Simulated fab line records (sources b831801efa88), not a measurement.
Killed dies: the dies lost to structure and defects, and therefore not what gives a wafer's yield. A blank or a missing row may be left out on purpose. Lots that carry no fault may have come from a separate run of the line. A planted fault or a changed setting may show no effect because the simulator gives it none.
fab line records	flow sky130
[record] lots = 10	wafers = 29	last-day = 49
route steps=708 shown SD_N@353 LI_CONTACT@378 CONTACT@432 VIA1@479 PAD_OPEN@708
lots with no fault: from the same line, run without faults
start-h: hours from the record's opening day to when the first of the lot's shown wafers began	wait-h: how many hours have passed since the lot's step before this one	" identical to the entry in the row above	L1.1+2: a row that stands for several wafers	- either no value or no given start	* or withheld: withheld	< > ~ a bound
route shown NAME@n: NAME is a module with steps in the file, n the number in the route of the first one	usual: the fault-free wafers' mean and standard deviation	same: alike in all rows	chamber/n: place in a boat	sites: each site's reading	_std_site: standard deviation of those values	_edge_site: the outer-site mean with the inner-site mean subtracted	radius-mm: for every site, how far away it sits from the centre of the wafer	mask NAME#n: copy n	behind: the most recent tool/chamber to have shaped the wafer	hold: why the lot went on hold/how many hours it stayed there/how the hold came to an end	device: transistor that didn't switch, given as n, p or np	end of line: tests of these same wafers at the route's end	step lacking rows: just its recipe	killed: the dies lost at the first sort to structure and to defects; this is not the yield of the wafer	map: per-die view of a wafer (x killed, . not killed, _ where there is no die)
set.NAME: the setting that was run; set.NAME@STEP: the one run at that earlier step	model.NAME: the simulator's own value behind a step, which no gauge read
route steps across a sampled set of lots; one table per step, one row per wafer
services: when a tool's chamber went out of use (start-h, in hours from the record's first day, below 0 if earlier), for how many hours, and the reason
[[steps]]
[step SKY_SD_N_STRIP_11]
[recipe] chemistry = O2/N2	power-w = 1400	pressure-mtorr = 1500	platen-temp-c = withheld	o2-flow-sccm = 3000	n2-flow-sccm = 300	overash-fraction = 0.5
[usual] chamber-pressure-mTorr = 1499.9/1.4	drypump-motor-current-A = 5.9/0.43	oes-product-au = 0.527/0.0043	strip-time-to-endpoint-s = 22.53/0.037
[same] overash-fraction = 0.5
lot.wafer	tool	chamber	start-h	wait-h	chamber-pressure-mTorr	drypump-motor-current-A	oes-product-au	rf-hours-counter-h	strip-time-to-endpoint-s
L353.3	plasma-asher-01	0	659.45	0.1	1498.3	5.7	0.529	-	22.50
L353.4	"	1	"	"	1499.5	5.9	0.530	-	22.53
L353.5	"	0	"	"	1499.9	5.7	0.521	-	22.50
L351.2	plasma-asher-03	0	660.80	0.1	1499.9	6.1	0.532	23	22.49
L351.3	"	1	"	"	1500.3	5.6	0.521	-	22.47
L351.6	"	0	"	"	1499.9	6.0	0.526	-	22.51
L356.1	plasma-asher-01	1	687.00	0.1	1499.7	5.9	0.532	88	22.56
L356.2	"	0	"	"	1497.4	5.7	0.529	88	22.57
L356.3	"	1	"	"	1497.9	5.8	0.525	-	22.55
L358.1	plasma-asher-04	1	720.73	0.1	1502.2	5.4	0.532	53	22.59
L358.3	"	0	"	"	1499.3	6.6	0.520	-	22.54
L358.5	"	0	"	"	1501.3	6.6	0.527	-	22.58
L360.1	plasma-asher-04	0	738.13	0.1	1500.1	6.6	0.535	55	22.58
L360.5	"	1	"	"	1499.3	5.4	0.531	-	22.52
L360.6	"	0	"	"	1499.5	6.6	0.523	-	22.57
L362.1	plasma-asher-04	0	744.71	0.1	1496.3	6.6	0.528	57	22.49
L362.3	"	1	"	"	1499.6	5.4	0.525	-	22.52
L362.5	"	0	"	"	1498.1	6.6	0.524	-	22.51
L363.1	plasma-asher-04	1	748.33	0.1	1500.3	5.4	0.519	57	22.57
L363.2	"	0	"	"	1498.2	6.6	0.525	57	22.58
L363.6	"	1	"	"	1501.3	5.4	0.528	-	22.59
L366.3	plasma-asher-01	1	777.98	0.1	1500.3	5.9	0.533	-	22.59
L366.5	"	1	"	"	1499.5	5.9	0.527	-	22.57
L366.6	"	0	"	"	1502.6	5.7	0.524	-	22.59
L367.2	plasma-asher-03	1	784.68	0.1	1500.1	5.6	0.531	31	22.51
L367.4	"	1	"	"	1498.8	5.7	0.525	-	22.50
L367.6	"	1	"	"	1501.2	5.6	0.525	-	22.52
L368.2	plasma-asher-01	0	784.86	0.1	1498.6	5.7	0.537	99	22.57
L368.4	"	0	"	"	1499.4	5.7	0.520	-	22.55
[step SKY_LI_CONTACT_STRIP_16]
[recipe] chemistry = O2/N2	power-w = 1400	pressure-mtorr = 1500	platen-temp-c = withheld	o2-flow-sccm = 3000	n2-flow-sccm = 300	overash-fraction = 0.5
[usual] chamber-pressure-mTorr = 1500.0/1.2	drypump-motor-current-A = 5.7/0.46	oes-product-au = 0.375/0.0053	strip-time-to-endpoint-s = 3.47/0.054
[same] overash-fraction = 0.5
lot.wafer	tool	chamber	start-h	wait-h	chamber-pressure-mTorr	drypump-motor-current-A	oes-product-au	rf-hours-counter-h	strip-time-to-endpoint-s
L353.3	plasma-asher-03	1	689.39	-	1500.6	5.6	0.377	-	3.53
L353.4	"	0	"	"	1500.6	6.0	0.372	-	3.48
L353.5	"	0	"	"	1499.5	6.0	0.376	-	3.55
L351.2	plasma-asher-03	1	690.96	-	1499.9	5.6	0.374	26	3.44
L351.3	"	0	"	"	1500.1	6.0	0.376	-	3.50
L351.6	"	0	"	"	1498.7	6.1	0.373	-	3.48
L356.1	plasma-asher-04	1	716.63	-	1500.8	5.4	0.372	52	3.42
L356.2	"	0	"	"	1498.7	6.6	0.374	52	3.53
L356.3	"	0	"	"	1499.5	6.6	0.368	-	3.50
L358.1	plasma-asher-02	0	749.71	-	1502.7	5.4	0.372	1	3.42
L358.3	"	0	"	"	1500.6	5.4	0.371	-	3.42
L358.5	"	0	"	"	1498.8	5.4	0.377	-	3.41
L360.1	plasma-asher-03	0	767.60	-	1499.0	6.1	0.372	29	3.49
L360.5	"	1	"	"	1499.1	5.6	0.379	-	3.39
L360.6	"	0	"	"	1500.4	6.0	0.368	-	3.42
L362.1	plasma-asher-03	0	773.50	-	1499.9	6.0	0.378	30	3.53
L362.3	"	0	"	"	1501.0	6.1	0.367	-	3.53
L362.5	"	0	"	"	1501.1	6.0	0.384	-	3.53
L363.1	plasma-asher-02	1	778.31	-	1499.9	5.5	0.371	4	3.49
L363.2	"	0	"	"	1500.2	5.4	0.382	4	3.53
L363.6	"	0	"	"	1500.1	5.3	0.375	-	3.54
L366.3	plasma-asher-04	0	806.79	-	1498.8	6.6	0.378	-	3.40
L366.5	"	1	"	"	1500.2	5.4	0.365	-	3.39
L366.6	"	0	"	"	1500.1	6.6	0.382	-	3.42
L367.2	plasma-asher-04	0	813.09	-	1500.6	6.6	0.366	64	3.41
L367.4	"	0	"	"	1502.0	6.6	0.373	-	3.41
L367.6	"	0	"	"	1498.2	6.6	0.377	-	3.40
L368.2	plasma-asher-02	0	813.26	-	1500.5	5.4	0.380	7	3.47
L368.4	"	0	"	"	1500.9	5.4	0.377	-	3.51
[step SKY_CONTACT_THK_MEAS_26]
[recipe] thk-meas-gauge = xrf	reads = W_of_CONTACT_CVD_24
[usual] CONTACT_W_THK = 343/6.6
lot.wafer	tool	chamber	start-h	wait-h	CONTACT_W_THK[nm]
L353.3	film-metro-03	-	749.63	0.1	347
L353.4	"	-	"	"	334
L353.5	"	-	"	"	345
L351.2	film-metro-01	-	751.20	0.1	339
L351.3	"	-	"	"	342
L351.6	"	-	"	"	338
L356.1	film-metro-03	-	776.18	0.1	347
L356.2	"	-	"	"	340
L356.3	"	-	"	"	339
L358.1	film-metro-01	-	808.70	0.1	330
L358.3	"	-	"	"	336
L358.5	"	-	"	"	347
L360.1	film-metro-01	-	824.54	0.1	335
L360.5	"	-	"	"	346
L360.6	"	-	"	"	334
L362.1	film-metro-01	-	831.16	0.1	345
L362.3	"	-	"	"	342
L362.5	"	-	"	"	349
L363.1	film-metro-04	-	836.23	0.1	346
L363.2	"	-	"	"	332
L363.6	"	-	"	"	334
L366.3	film-metro-03	-	863.31	0.1	341
L366.5	"	-	"	"	337
L366.6	"	-	"	"	346
L367.2	film-metro-03	-	869.70	0.1	340
L367.4	"	-	"	"	329
L367.6	"	-	"	"	341
L368.2	film-metro-03	-	869.90	0.1	348
L368.4	"	-	"	"	347
[step SKY_VIA1_CVD_21]
[recipe] material = W	target-thk-nm = 270	time-s = 80.902	temp-c = 400	pressure-torr = 40
[usual] heater-power-w = 931/42
lot.wafer	tool	chamber	start-h	wait-h	heater-power-w
L353.3	cvd-w-01	0	808.10	0.1	919
L353.4	"	1	"	"	890
L353.5	"	0	"	"	934
L351.2	cvd-w-02	0	809.92	0.0	965
L351.3	"	0	"	"	945
L351.6	"	1	"	"	948
L356.1	cvd-w-02	1	833.03	0.0	942
L356.2	"	0	"	"	969
L356.3	"	1	"	"	953
L358.1	cvd-w-01	1	864.73	0.0	894
L358.3	"	1	"	"	897
L358.5	"	0	"	"	937
L360.1	cvd-w-02	1	879.98	0.0	965
L360.5	"	0	"	"	958
L360.6	"	1	"	"	944
L362.1	cvd-w-02	0	886.31	0.0	961
L362.3	"	0	"	"	970
L362.5	"	0	"	"	960
L363.1	cvd-w-01	0	891.88	0.0	902
L363.2	"	1	"	"	902
L363.6	"	0	"	"	938
L366.3	cvd-w-02	0	917.05	0.1	975
L366.5	"	1	"	"	960
L366.6	"	0	"	"	973
L367.2	cvd-w-02	0	923.42	0.0	985
L367.4	"	0	"	"	988
L367.6	"	0	"	"	985
L368.2	cvd-w-02	0	924.37	0.0	979
L368.4	"	1	"	"	961
[step SKY_VIA1_RS_MEAS_22]
[recipe] thk-meas-gauge = four-point-probe	reads = W_of_VIA1_CVD_21+TiN_of_VIA1_SPUTTER_20
[usual] VIA1_W_RS = 0.426/0.0043
lot.wafer	tool	chamber	start-h	wait-h	VIA1_W_RS[ohm/sq]
L353.3	film-metro-01	-	808.20	0.1	0.425
L353.4	"	-	"	"	0.432
L353.5	"	-	"	"	0.430
L351.2	film-metro-04	-	810.03	0.1	0.429
L351.3	"	-	"	"	0.429
L351.6	"	-	"	"	0.421
L356.1	film-metro-04	-	833.12	0.1	0.427
L356.2	"	-	"	"	0.427
L356.3	"	-	"	"	0.424
L358.1	film-metro-02	-	864.82	0.1	0.430
L358.3	"	-	"	"	0.427
L358.5	"	-	"	"	0.428
L360.1	film-metro-02	-	880.08	0.1	0.424
L360.5	"	-	"	"	0.428
L360.6	"	-	"	"	0.431
L362.1	film-metro-02	-	886.40	0.1	0.418
L362.3	"	-	"	"	0.427
L362.5	"	-	"	"	0.425
L363.1	film-metro-01	-	891.97	0.1	0.428
L363.2	"	-	"	"	0.427
L363.6	"	-	"	"	0.429
L366.3	film-metro-02	-	917.15	0.1	0.425
L366.5	"	-	"	"	0.423
L366.6	"	-	"	"	0.316
L367.2	film-metro-02	-	923.53	0.1	0.430
L367.4	"	-	"	"	0.313
L367.6	"	-	"	"	0.311
L368.2	film-metro-02	-	924.48	0.1	0.427
L368.4	"	-	"	"	0.310
[step SKY_VIA1_THK_MEAS_23]
[recipe] thk-meas-gauge = xrf	reads = W_of_VIA1_CVD_21
[usual] VIA1_W_THK = 273.8/3
lot.wafer	tool	chamber	start-h	wait-h	VIA1_W_THK[nm]
L353.3	film-metro-01	-	808.30	0.1	277.3
L353.4	"	-	"	"	273.0
L353.5	"	-	"	"	274.6
L351.2	film-metro-04	-	810.14	0.1	274.3
L351.3	"	-	"	"	273.6
L351.6	"	-	"	"	281.1
L356.1	film-metro-04	-	833.24	0.1	275.7
L356.2	"	-	"	"	274.7
L356.3	"	-	"	"	276.7
L358.1	film-metro-02	-	864.94	0.1	270.7
L358.3	"	-	"	"	272.6
L358.5	"	-	"	"	273.4
L360.1	film-metro-02	-	880.20	0.1	272.5
L360.5	"	-	"	"	272.2
L360.6	"	-	"	"	269.8
L362.1	film-metro-02	-	886.52	0.1	277.1
L362.3	"	-	"	"	273.3
L362.5	"	-	"	"	274.8
L363.1	film-metro-01	-	892.09	0.1	273.9
L363.2	"	-	"	"	273.6
L363.6	"	-	"	"	270.6
L366.3	film-metro-02	-	917.25	0.1	274.1
L366.5	"	-	"	"	275.4
L366.6	"	-	"	"	368.0
L367.2	film-metro-02	-	923.64	0.1	269.8
L367.4	"	-	"	"	373.3
L367.6	"	-	"	"	373.9
L368.2	film-metro-02	-	924.59	0.1	272.8
L368.4	"	-	"	"	374.3
[step SKY_VIA1_CMP_24]
[recipe] stop-on = SiO2	t-overpolish-s = 15	down-force-psi = 3.5	platen-rpm = 60	target-thk-nm = 0	pad-velocity-m-s = 0.94248
[usual] head-pressure-psi = 3.500/0.0074	motor-current-A = 10.8/1.2	time-to-endpoint-s = 64/5.5
lot.wafer	tool	chamber	start-h	wait-h	head-pressure-psi	motor-current-A	time-to-endpoint-s
L353.4	cmp-01	3	808.77	0.4	3.498	13.3	58
L353.3	"	1	"	"	3.495	10.8	64
L353.5	"	3	"	"	3.495	13.1	58
L351.2	cmp-02	1	810.29	0.1	3.506	8.9	60
L351.3	"	2	"	"	3.485	12.1	59
L351.6	"	3	"	"	3.502	10.0	62
L356.3	cmp-01	0	833.30	0.0	3.516	9.4	58
L356.1	"	1	"	"	3.504	10.5	69
L356.2	"	2	"	"	3.505	11.8	63
L358.3	cmp-02	2	865.05	0.1	3.489	11.8	66
L358.1	"	3	"	"	3.495	10.5	67
L358.5	"	1	"	"	3.492	8.8	65
L360.1	cmp-02	0	880.31	0.1	3.499	10.3	75
L360.6	"	3	"	"	3.503	10.4	68
L360.5	"	0	"	"	3.504	10.8	71
L362.3	cmp-01	0	886.58	0.0	3.496	9.9	54
L362.1	"	3	"	"	3.499	12.1	60
L362.5	"	1	"	"	3.505	11.4	67
L363.1	cmp-01	1	892.20	0.1	3.495	11.3	67
L363.2	"	2	"	"	3.495	10.8	63
L363.6	"	1	"	"	3.508	11.2	68
L366.3	cmp-01	2	917.39	0.1	3.497	11.5	61
L366.5	"	0	"	"	3.491	8.9	56
L366.6	"	1	"	"	3.495	11.3	87
L367.4	cmp-01	3	923.69	0.0	3.506	12.8	81
L367.2	"	1	"	"	3.516	11.5	66
L367.6	"	0	"	"	3.503	9.5	79
L368.4	cmp-02	2	924.74	0.1	3.498	11.4	88
L368.2	"	3	"	"	3.505	10.4	65
[step SKY_PAD_OPEN_PROBE_99]
[usual] defect-limited-yield = 82.5/2	killed_at_M0_to_M3 = 44/7.7	killed_at_M4_up = 3.0/1.9	killed-at-contacts = 25/5.6	killed-at-front-end = 15/4.6	killed-at-other = 0.3/0.47	killed-dies = 86/9.9	killed-open = 47/7.4	killed-short = 39/5.9	sort_bin_3_pad_short = 0.8/0.37	sort_bin_5_function = 10.4/1.5	sort_bin_6_memory = 6.3/1	sort-n-pass = 406/9.9	sort-yield-pct = 82.5/2
[same] gross-dies = 492	killed-at-back-side = 0	sort_bin_4_leakage[%] = 0	sort_bin_8_speed[%] = 0
lot.wafer	tool	chamber	start-h	wait-h	defect-limited-yield[%]	killed_at_M0_to_M3	killed_at_M4_up	killed-at-contacts	killed-at-front-end	killed-at-other	killed-dies	killed-open	killed-short	sort_bin_3_pad_short[%]	sort_bin_5_function[%]	sort_bin_6_memory[%]	sort-n-pass	sort-yield-pct[%]
L353.3	prober-01	-	1090.76	0.2	84.8	30	8	29	8	0	75	39	36	0.8	8.7	5.7	417	84.8
L353.4	prober-01	-	1090.81	0.2	82.5	43	9	20	14	0	86	46	40	0.6	8.7	8.1	406	82.5
L353.5	prober-01	-	1090.86	0.2	80.7	42	4	39	10	0	95	55	40	0.2	12.2	6.9	397	80.7
L358.1	prober-02	-	1133.05	0.1	85.2	33	4	27	9	0	73	37	36	1.2	6.9	6.7	419	85.2
L358.3	prober-02	-	1133.15	0.2	84.8	37	2	23	13	0	75	37	38	1.0	9.3	4.9	417	84.8
L358.5	prober-02	-	1133.25	0.2	85.2	42	2	20	9	0	73	36	37	0.8	8.9	5.1	419	85.2
L363.1	prober-01	-	1153.56	0.1	80.1	46	1	29	21	1	98	57	41	1.0	12.8	6.1	394	80.1
L363.2	prober-01	-	1153.61	0.1	79.5	47	4	25	24	1	101	59	42	0.2	12.2	8.1	391	79.5
L363.6	prober-01	-	1153.81	0.2	82.5	34	3	27	22	0	86	50	36	0.8	9.6	7.1	406	82.5
L366.3	prober-01	-	1169.15	0.2	82.9	46	3	18	17	0	84	52	32	0.6	10.6	5.9	408	82.9
L366.5	prober-01	-	1169.25	0.2	83.3	43	3	21	15	0	82	42	40	1.4	9.6	5.7	410	83.3
L366.6	prober-01	-	1169.30	0.2	78.9	56	0	22	26	0	104	56	44	1.2	11.8	8.1	388	78.9
L367.2	prober-02	-	1176.48	0.1	82.7	37	2	24	22	0	85	38	47	0.8	11.8	4.7	407	82.7
L367.4	prober-02	-	1176.58	0.2	83.9	41	4	25	8	1	79	47	32	1.0	9.3	5.7	413	83.9
L367.6	prober-02	-	1176.68	0.2	85.0	34	4	25	10	1	74	44	30	1.0	8.9	5.1	418	85.0
L368.2	prober-01	-	1176.74	0.1	82.1	47	0	29	12	0	88	48	40	0.2	11.0	6.7	404	82.1
L368.4	prober-01	-	1176.84	0.2	82.9	42	3	29	10	0	84	53	31	0.8	11.0	5.3	408	82.9
// killed by level:class
L353.3 CONTACT:geometric-particle:open=11 VIA1:geometric-particle:open=8 LI_CONTACT:geometric-particle:open=7 LOCAL_INTERCONNECT:geometric-particle:short=6 METAL2:geometric-particle:short=6 METAL4:geometric-particle:short=5 VIA2:geometric-particle:open=4 CONTACT:geometric-particle:short=4
L353.4 VIA1:geometric-particle:open=12 CONTACT:geometric-particle:open=11 METAL2:geometric-particle:short=7 METAL4:geometric-particle:short=7 VIA2:geometric-particle:open=6 LOCAL_INTERCONNECT:geometric-particle:short=5 METAL1:geometric-particle:short=4 VIA3:geometric-particle:short=4
L353.5 VIA1:geometric-particle:open=16 LI_CONTACT:geometric-particle:open=13 CONTACT:geometric-particle:open=11 CONTACT:geometric-particle:short=7 VIA3:geometric-particle:open=7 LI_CONTACT:geometric-particle:short=5 METAL1:geometric-particle:short=5 POLY_GATE:geometric-particle:short=4
L358.1 CONTACT:geometric-particle:open=11 VIA1:geometric-particle:open=9 LOCAL_INTERCONNECT:geometric-particle:short=7 LI_CONTACT:geometric-particle:open=6 VIA2:geometric-particle:open=6 METAL2:geometric-particle:short=6 FIELD_ISO:geometric-particle:open=4 METAL4:geometric-particle:short=4
L358.3 CONTACT:geometric-particle:open=9 METAL1:geometric-particle:short=6 VIA1:geometric-particle:open=6 FIELD_ISO:geometric-particle:short=5 LI_CONTACT:geometric-particle:open=5 LI_CONTACT:geometric-particle:short=4 VIA1:geometric-particle:short=4 VIA3:geometric-particle:short=4
L358.5 VIA1:geometric-particle:short=9 LI_CONTACT:geometric-particle:open=7 METAL1:geometric-particle:short=7 CONTACT:geometric-particle:open=6 VIA1:geometric-particle:open=5 METAL2:geometric-particle:short=5 FIELD_ISO:geometric-particle:open=3 POLY_GATE:geometric-particle:open=3
L363.1 VIA1:geometric-particle:open=14 CONTACT:geometric-particle:open=13 VIA3:geometric-particle:open=8 METAL1:geometric-particle:short=8 POLY_GATE:geometric-particle:short=6 LI_CONTACT:geometric-particle:open=6 FIELD_ISO:geometric-particle:open=4 POLY_GATE:geometric-particle:open=4
L363.2 VIA1:geometric-particle:open=15 CONTACT:geometric-particle:open=9 VIA3:geometric-particle:open=8 METAL1:geometric-particle:short=7 LI_CONTACT:geometric-particle:open=6 VIA1:geometric-particle:short=6 FIELD_ISO:geometric-particle:short=5 VIA2:geometric-particle:open=5
L363.6 CONTACT:geometric-particle:open=11 LI_CONTACT:geometric-particle:open=8 VIA1:geometric-particle:open=8 METAL2:geometric-particle:short=7 FIELD_ISO:geometric-particle:short=6 POLY_GATE:geometric-particle:open=6 VIA3:geometric-particle:open=5 POLY_GATE:geometric-particle:short=4
L366.3 CONTACT:geometric-particle:open=9 VIA2:geometric-particle:open=9 VIA1:geometric-particle:open=8 POLY_GATE:geometric-particle:open=7 VIA3:geometric-particle:open=7 METAL2:geometric-particle:short=6 METAL1:geometric-particle:short=5 POLY_GATE:geometric-particle:short=4
L366.5 CONTACT:geometric-particle:open=9 VIA1:geometric-particle:open=9 VIA3:geometric-particle:open=8 POLY_GATE:geometric-particle:short=6 VIA1:geometric-particle:short=5 VIA3:geometric-particle:short=5 FIELD_ISO:geometric-particle:short=4 LI_CONTACT:geometric-particle:open=4
L366.6 VIA1:geometric-particle:open=10 VIA3:geometric-particle:short=10 POLY_GATE:geometric-particle:open=8 VIA3:geometric-particle:open=8 FIELD_ISO:geometric-particle:open=6 LOCAL_INTERCONNECT:geometric-particle:short=6 CONTACT:geometric-particle:open=6 METAL3:geometric-particle:short=5
L367.2 CONTACT:geometric-particle:open=11 FIELD_ISO:geometric-particle:short=7 METAL1:geometric-particle:short=7 VIA2:geometric-particle:open=6 VIA1:geometric-particle:open=6 FIELD_ISO:geometric-particle:open=4 POLY_GATE:geometric-particle:short=4 POLY_GATE:geometric-particle:open=4
L367.4 VIA1:geometric-particle:open=13 CONTACT:geometric-particle:open=12 VIA3:geometric-particle:open=7 VIA2:geometric-particle:open=5 LI_CONTACT:geometric-particle:open=4 LOCAL_INTERCONNECT:geometric-particle:short=4 VIA1:geometric-particle:short=4 FIELD_ISO:geometric-particle:short=3
L367.6 VIA1:geometric-particle:open=13 LI_CONTACT:geometric-particle:open=7 CONTACT:geometric-particle:open=7 LI_CONTACT:geometric-particle:short=5 VIA3:geometric-particle:open=5 VIA2:geometric-particle:open=4 METAL2:geometric-particle:short=4 LOCAL_INTERCONNECT:geometric-particle:short=3
L368.2 CONTACT:geometric-particle:open=11 VIA1:geometric-particle:open=9 VIA2:geometric-particle:open=7 LI_CONTACT:geometric-particle:open=6 CONTACT:geometric-particle:short=6 VIA1:geometric-particle:short=6 VIA3:geometric-particle:open=5 FIELD_ISO:geometric-particle:open=4
L368.4 CONTACT:geometric-particle:open=10 LI_CONTACT:geometric-particle:open=9 VIA3:geometric-particle:open=9 VIA1:geometric-particle:open=6 CONTACT:geometric-particle:short=5 VIA2:geometric-particle:open=5 VIA1:geometric-particle:short=4 METAL1:geometric-particle:short=4
[[services]]
tool	chamber	start-h	hours	kind
cmp-01	-	643.97	1.7	repair
cmp-01	-	672.53	1.7	repair
plasma-asher-04	-	688.12	7.9	repair
cmp-02	-	705.36	5.2	pm
plasma-asher-03	-	714.82	41.4	repair
cmp-02	-	722.75	2.5	repair
cmp-01	-	737.26	0.6	repair
cmp-02	-	744.16	4.0	pm
cmp-01	-	745.02	0.6	repair
cmp-01	-	747.70	4.2	repair
cmp-01	-	752.50	4.6	pm
cvd-w-01	1	761.75	6.0	repair
plasma-asher-01	-	796.90	1.2	repair
cmp-01	-	802.02	4.3	repair
cmp-02	-	819.59	3.8	repair
cmp-01	-	830.49	1.9	repair
plasma-asher-03	-	857.92	4.0	repair
plasma-asher-03	-	874.41	15.6	pm
cmp-01	-	878.28	0.7	repair
cmp-01	-	884.45	0.6	repair
cvd-w-02	-	902.68	2.8	pm
cvd-w-01	-	904.00	14.0	pm
cmp-01	-	912.10	4.0	pm
cvd-w-01	-	918.00	6.9	pm
[[key]]
[first-sign] step = SKY_VIA1_RS_MEAS_22	reading = VIA1_W_RS	direction = down	sigmas = 27	usual = 0.426	struck = 0.312
[effect] step = SKY_VIA1_THK_MEAS_23	reading = VIA1_W_THK	direction = up	sigmas = 33	usual = 273.8	struck = 372.4
[effect] step = SKY_VIA1_CMP_24	reading = time-to-endpoint-s	direction = up	sigmas = 3.6	usual = *	struck = *
met-at SKY_VIA1_CVD_21
struck-lots L366,L367,L368
struck-wafers L366.6,L367.4,L367.6,L368.4
not-acting-at SKY_SD_N_STRIP_11,SKY_LI_CONTACT_STRIP_16,SKY_CONTACT_THK_MEAS_26
onset-between 886.31 917.05
[fault] kind = process-parameter-drift	tool = cvd-w-02	chamber = -	onset-h = 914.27	steps = SKY_VIA1_CVD_21	channel = target-thk-nm	offset = 97.383	shape = step	end-h = 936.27	scope = struck-wafers-only	acts-in = these-recipes-only	stated = 270
